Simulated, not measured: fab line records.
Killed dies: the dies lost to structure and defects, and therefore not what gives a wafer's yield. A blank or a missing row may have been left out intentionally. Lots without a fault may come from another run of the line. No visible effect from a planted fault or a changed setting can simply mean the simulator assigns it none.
Comparing a struck lot with a sound one + flow sky130 + 18 out of 708 route steps
Sound: the wafers L250.1, L250.2, L250.5. Struck: wafer L233.1; the same lot's L233.2 was not struck, so it is left out; see the end for the cause.
At each step with rows: each side's tool, then ch and its chambers, then its first start. Under that, the readings that differ: sound wafers + struck wafers + difference of the means + sigmas: that difference in standard deviations of wafers without a fault.
alike: readings with means less than 2 such deviations apart, plus words and numbers identical on both sides. not compared: withheld readings, readings lacking a value on some wafer, bounds such as >300 that could conceal the same value, and numbers that have no deviation in the record and whose values overlap.
The two part at a step that has a row with sigmas, a row that says differs or no value, or rows on one side only. Numbers that have no deviation but don't overlap get no sigmas and don't part them. Lack of a reading on every wafer of one side parts them only where that side has two or more wafers.

first, 3 steps without rows for these wafers: SKY_VIA2_EXPOSE_09 (exposes mask VIM2, target cd 200 nm); SKY_VIA2_PEB_10; SKY_VIA2_DEVELOP_11 (develop time 60 s).
SKY_VIA2_CD_MEAS_12 targets a cd of 200 nm.
  sound on cd sem-02, day 42 18:41; struck on cd sem-01, day 37 23:13
  alike: cd nm
SKY_VIA2_OVL_MEAS_13:
  sound on overlay-02, day 42 18:49; struck on overlay-01, day 37 23:20
  alike: VIA2_OVL
SKY_VIA2_ETCH_14: etches BARC in N2/H2, stops on SiO2, time 45.9 s, target depth 60 nm.
  sound on rie diel-03 ch 0,1,2, day 42 18:51; struck on rie diel-03 ch 3, day 37 23:23
  alike: drypump motor current A, oes product au, throttle valve pct
  not compared: rf hours counter h
SKY_VIA2_ETCH_15: etches SiO2 in C4F8/O2/Ar, stops on TiN, target depth 546 nm, time 84 s.
  sound on rie diel-03 ch 0,1,2, day 42 18:53; struck on rie diel-03 ch 3, day 37 23:25
  alike: oes product au
  not compared: rf hours counter h
SKY_VIA2_STRIP_16: strips in O2/N2.
  sound on plasma asher-04 ch 0,1, day 42 18:57; struck on plasma asher-02 ch 0, day 37 23:29
  alike: drypump motor current A, o2 flow sccm, oes product au, strip time to endpoint s
  not compared: rf hours counter h
then, 3 steps without rows for these wafers: SKY_VIA2_STRIP_17 (strips in post etch residue remover, time 1200 s); SKY_VIA2_CLEAN_18 (cleans in IPA, time 180 s); SKY_VIA2_CLEAN_19 (cleans in O3/DIW).
SKY_VIA2_SPUTTER_20: material TiN, target thk 20 nm, time 80 s.
  sound on pvd sputter-04, day 42 19:34; struck on pvd sputter-03, day 38 00:07
  alike: throttle valve pct
SKY_VIA2_CVD_21: deposits W, target thk 420 nm, time 126.4 s.
  sound on cvd w-01 ch 0,1, day 42 19:38; struck on cvd w-01 ch 0, day 38 00:11
| reading                            | sound             | struck | difference | sigmas |
|------------------------------------|-------------------|--------|------------|--------|
| model.W_of_VIA2_CVD_21.thk nm (nm) | 415.3 421.6 422.1 | 589.8  | +170.1     |        |
  alike: heater power w
SKY_VIA2_RS_MEAS_22: the measuring method here is four-point-probe.
  sound on film metro-04, day 42 19:46; struck on film metro-02, day 38 00:19
| reading            | sound             | struck | difference | sigmas |
|--------------------|-------------------|--------|------------|--------|
| VIA2_W_RS (ohm/sq) | 0.275 0.271 0.271 | 0.194  | -0.078     | -24    |
SKY_VIA2_THK_MEAS_23: measures by xrf.
  sound on film metro-04, day 42 19:53; struck on film metro-02, day 38 00:26
| reading         | sound       | struck | difference | sigmas |
|-----------------|-------------|--------|------------|--------|
| VIA2_W_THK (nm) | 408 417 419 | 561    | +146       | +19    |
SKY_VIA2_CMP_24: polishes, stops on SiO2, t overpolish 20 s, target thk 0 nm.
  sound on cmp-01 ch 1,2,3, day 42 20:00; struck on cmp-01 ch 3, day 38 00:29
| reading                | sound       | struck | difference | sigmas |
|------------------------|-------------|--------|------------|--------|
| time to endpoint s (s) | 100 106 103 | 143    | +40        | +10    |
  alike: motor current A
SKY_METAL3_SPUTTER_00: material Ti, target thk 15 nm, time 10 s.
  sound on pvd sputter-01, day 42 20:15; struck on pvd sputter-04, day 38 00:47
  alike: throttle valve pct
-- the record jumps here: 9 days lie between the struck wafers' starts before and after (it left off in module METAL3 and takes up again in module PAD_OPEN, whose first step shown is number 708 of the route) --
SKY_PAD_OPEN_PROBE_99:
  rows exist in the record for the struck wafers here (prober-01, day 47 01:37), but not for the sound ones

WHERE THEY PART
Earliest at SKY_VIA2_RS_MEAS_22; latest, in this record, at SKY_PAD_OPEN_PROBE_99.

WHY: the cause the simulator had injected
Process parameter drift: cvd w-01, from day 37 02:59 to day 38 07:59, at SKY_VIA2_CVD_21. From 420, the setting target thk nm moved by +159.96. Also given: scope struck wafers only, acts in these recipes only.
